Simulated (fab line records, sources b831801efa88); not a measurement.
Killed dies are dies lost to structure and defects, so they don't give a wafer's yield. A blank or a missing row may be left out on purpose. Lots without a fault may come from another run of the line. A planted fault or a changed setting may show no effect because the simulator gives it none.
Problem report in the 8D (eight disciplines) form, filled by code | flow sky130 | the parts of the form that need people (team, actions taken, sign-off) are left out

1. THE PROBLEM
cathode_dc_power_W at SKY_CAPM_SPUTTER_02 reads a mean of 6669.0 W on 6 wafers of 2 lots; wafers without a fault read 6499.9 W with a standard deviation of 1.2. That is +99 or more standard deviations from the usual mean.
The step: material TiN, target thk 200 nm, time 166.7 s.
First seen on wafer L571.1, day 39 04:33, on pvd_sputter-02. The record holds 39 wafers of 13 lots with a number at this step. Rule for "out", or "out of limits": more than 4 standard deviations from the usual mean. The other wafers with a number count as sound.

2. WHAT IT IS AND WHAT IT IS NOT
question                    | is                     | is not
which readings at this step | cathode_dc_power_W     | throttle_valve_pct
which lots                  | L571, L575             | L570, L572, L576, L578, L581, L582, L584, L585, L586, L588, L589
which wafers of those lots  | all that have a number | -
read on which tools         | pvd_sputter-02         | pvd_sputter-03, pvd_sputter-04
when                        | from day 39 04:33      | up to then (3 sound wafers); but 30 sound wafers of L572, L576, L578, L581, L582, L584, L585, L586, L588, L589 came after

3. SUSPECTS, AND WHAT RULES EACH OUT
Counting: a tool at a process step up to the reading stays a suspect if it ran every lot that is out and no sound lot after the first of them.
- pvd_sputter-02 at SKY_CAPM_SPUTTER_02 (material TiN, target thk 200 nm, time 166.7 s): kept. It ran every lot that is out, first L571 (day 39 04:33), and no sound lot after that; its last sound lot up to then is L570 (day 38 23:30). Its own readings are out on those wafers: cathode_dc_power_W.
Left after counting: pvd_sputter-02 at SKY_CAPM_SPUTTER_02.

4. THE CAUSE (what the simulator had put in)
Process parameter drift: pvd_sputter-02, from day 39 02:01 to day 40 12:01, at SKY_CAPM_SPUTTER_02. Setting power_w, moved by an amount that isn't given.
Counting left only this tool.

5. THE CHAIN OF EFFECTS, in route order
Each row: a reading whose mean over the struck wafers that have a number lies more than 3 standard deviations from the usual. Only readings for which the record gives a usual standard deviation are gone through. hours: the time from each lot's start at the first step in this table that gives one to its start at this step, as a median over the lots. sigmas: the change in usual standard deviations.
hours | step                | reading            | usual    | on struck wafers | change | sigmas
0     | SKY_CAPM_SPUTTER_02 | cathode_dc_power_W | 6499.9 W | 6669.0           | +169.1 | +99 or more
The process steps in it:
- SKY_CAPM_SPUTTER_02: material TiN, target thk 200 nm, time 166.7 s.

6. WHAT WOULD HAVE CAUGHT IT SOONER
In this record the first reading out of limits was taken at day 39 04:33, 3 hours after the fault began at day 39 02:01.
